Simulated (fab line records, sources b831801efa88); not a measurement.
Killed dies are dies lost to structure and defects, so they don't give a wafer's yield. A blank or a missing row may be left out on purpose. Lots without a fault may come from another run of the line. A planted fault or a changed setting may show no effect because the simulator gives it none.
Tool commonality check | flow sfq_line | 15 lots, 54 wafers sampled

WHY IT WAS OPENED
At SFQ_M8_OVL_MEAS_948 the reading M8_OVL is flagged on 3 of 15 lots. Wafers without a fault read 2 nm, standard deviation 5.3.
Rule: a lot is flagged when every wafer of it that has a number lies more than 4 standard deviations from that mean, or none has a number. The other lots count as sound.

lot  | measured     | on         | M8_OVL (nm), wafer by wafer | flag
L578 | day 86 14:09 | overlay-02 | 4 -3 -1                     |
L580 | day 88 03:53 | overlay-02 | 1 -5 -7                     |
L581 | day 89 07:45 | overlay-02 | -4 4 -5                     |
L582 | day 89 12:32 | overlay-02 | -4 -1 3                     |
L583 | day 89 18:32 | overlay-01 | 265 265 254 268 267 255     | FLAGGED
L584 | day 89 20:56 | overlay-02 | 268 265 265 268 268 266     | FLAGGED
L585 | day 89 23:20 | overlay-02 | 265 265 267 268 266 268     | FLAGGED
L586 | day 90 03:04 | overlay-01 | 2 1 6                       |
L591 | day 90 22:16 | overlay-02 | 9 15 13                     |
L592 | day 91 04:16 | overlay-01 | 3 6 1                       |
L594 | day 91 11:29 | overlay-01 | 1 1 1                       |
L597 | day 93 02:40 | overlay-01 | 4 6 5                       |
L598 | day 93 05:04 | overlay-01 | -6 -4 3                     |
L599 | day 93 11:04 | overlay-02 | 7 9 11                      |
L600 | day 93 14:40 | overlay-01 | 3 6 5                       |
The numbers of the flagged lots are 265 nm on average: +263 nm against the usual, or +50 standard deviations.

WHICH TOOL RAN EACH LOT
The record holds 3 process steps before the reading, out of a route of 325 steps. In each cell: the tool, then ch and the chambers that the sampled wafers went through, then the start.
lot  | flag    | SFQ_TRILAYER_I7_VIA_BARC_OPEN_VIA_ETCH_260 | SFQ_TRILAYER_I7_VIA_STRIP_STRIP_191 | SFQ_TRILAYER_M8_LITHO_EXPOSE_194
L578 |         | rie_diel-02 ch 0,1,2, day 83 07:34         | rie_metal-03 ch 0,1, day 83 07:43   | krf_scanner-01 ch 0, day 86 12:40
L580 |         | rie_diel-01 ch 1,2,3, day 84 16:35         | rie_metal-01 ch 0,1, day 84 16:45   | krf_scanner-01 ch 0, day 88 02:35
L581 |         | rie_diel-01 ch 0,2,3, day 86 04:35         | rie_metal-04 ch 0,1, day 86 04:57   | krf_scanner-02 ch 0, day 89 06:50
L582 |         | rie_diel-03 ch 0,1,2, day 86 11:47         | rie_metal-04 ch 0,1, day 86 11:57   | krf_scanner-02 ch 0, day 89 11:02
L583 | FLAGGED | rie_diel-03 ch 1,2,3, day 86 15:23         | rie_metal-03 ch 0,1, day 86 15:33   | krf_scanner-02 ch 0, day 89 17:02
L584 | FLAGGED | rie_diel-02 ch 0,1, day 86 16:35           | rie_metal-01 ch 1, day 86 16:49     | krf_scanner-02 ch 0, day 89 19:26
L585 | FLAGGED | rie_diel-02 ch 0,2, day 86 21:23           | rie_metal-04 ch 0,1, day 86 21:33   | krf_scanner-02 ch 0, day 89 21:50
L586 |         | rie_diel-01 ch 1,2,3, day 86 23:47         | rie_metal-03 ch 0,1, day 86 23:57   | krf_scanner-01 ch 0, day 90 01:46
L591 |         | rie_diel-01 ch 0,1,2, day 87 11:35         | rie_metal-03 ch 0,1, day 87 11:45   | krf_scanner-01 ch 0, day 90 20:46
L592 |         | rie_diel-01 ch 0,2,3, day 87 15:11         | rie_metal-01 ch 1, day 87 15:21     | krf_scanner-01 ch 0, day 91 02:58
L594 |         | rie_diel-01 ch 2,3, day 87 19:31           | rie_metal-03 ch 0,1, day 87 19:53   | krf_scanner-01 ch 0, day 91 10:34
L597 |         | rie_diel-01 ch 1,2, day 90 00:35           | rie_metal-04 ch 0,1, day 90 00:44   | krf_scanner-01 ch 0, day 93 01:22
L598 |         | rie_diel-03 ch 0,2,3, day 90 01:54         | rie_metal-03 ch 0,1, day 90 02:04   | krf_scanner-01 ch 0, day 93 03:34
L599 |         | rie_diel-02 ch 1,2,3, day 90 15:06         | rie_metal-04 ch 1, day 90 15:16     | krf_scanner-01 ch 0, day 93 09:34
L600 |         | rie_diel-01 ch 1,3, day 90 19:54           | rie_metal-03 ch 0,1, day 90 20:08   | krf_scanner-01 ch 0, day 93 13:10
What these steps do:
- SFQ_TRILAYER_I7_VIA_BARC_OPEN_VIA_ETCH_260: etches BARC in O2, target depth 125 nm, time 41.7 s.
- SFQ_TRILAYER_I7_VIA_STRIP_STRIP_191: strips in O2.
- SFQ_TRILAYER_M8_LITHO_EXPOSE_194: exposes mask M8, target cd 2000 nm.
- SFQ_M8_OVL_MEAS_948

FLAGGED OVER TOTAL, TOOL BY TOOL (the gauges that took the reading come last)
step                                       | tool           | lots run | flagged | share of the flagged lots | sound lots run after its first flagged lot
SFQ_TRILAYER_I7_VIA_BARC_OPEN_VIA_ETCH_260 | rie_diel-01    | 8        | 0       | none                      | -
SFQ_TRILAYER_I7_VIA_BARC_OPEN_VIA_ETCH_260 | rie_diel-02    | 4        | 2       | some                      | 1 (L599)
SFQ_TRILAYER_I7_VIA_BARC_OPEN_VIA_ETCH_260 | rie_diel-03    | 3        | 1       | some                      | 1 (L598)
SFQ_TRILAYER_I7_VIA_STRIP_STRIP_191        | rie_metal-01   | 3        | 1       | some                      | 1 (L592)
SFQ_TRILAYER_I7_VIA_STRIP_STRIP_191        | rie_metal-03   | 7        | 1       | some                      | 5 (L586,L591,L594,L598,L600)
SFQ_TRILAYER_I7_VIA_STRIP_STRIP_191        | rie_metal-04   | 5        | 1       | some                      | 2 (L597,L599)
SFQ_TRILAYER_M8_LITHO_EXPOSE_194           | krf_scanner-01 | 10       | 0       | none                      | -
SFQ_TRILAYER_M8_LITHO_EXPOSE_194           | krf_scanner-02 | 5        | 3       | all                       | 0
SFQ_M8_OVL_MEAS_948                        | overlay-01     | 7        | 1       | some                      | 6 (L586,L592,L594,L597,L598,L600)
SFQ_M8_OVL_MEAS_948                        | overlay-02     | 8        | 2       | some                      | 2 (L591,L599)

WHAT THE TABLE ALLOWS
1 row of the table ran every flagged lot: krf_scanner-02 at SFQ_TRILAYER_M8_LITHO_EXPOSE_194.
- krf_scanner-02 at SFQ_TRILAYER_M8_LITHO_EXPOSE_194: 3 of its 5 lots flagged. Its last sound lot is L582 (day 89 11:02), its first flagged lot L583 (day 89 17:02): a fault that began between those two fits.
One tool is left: krf_scanner-02 at SFQ_TRILAYER_M8_LITHO_EXPOSE_194.

WHAT THE SIMULATOR HAD PUT IN
Scanner matching overlay: krf_scanner-02, from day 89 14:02 on, at SFQ_TRILAYER_M8_LITHO_EXPOSE_194. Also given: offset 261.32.
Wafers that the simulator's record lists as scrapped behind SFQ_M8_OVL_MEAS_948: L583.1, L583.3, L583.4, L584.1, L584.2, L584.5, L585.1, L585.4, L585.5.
Lots struck among those shown: L583, L584, L585. The rule above found the same.
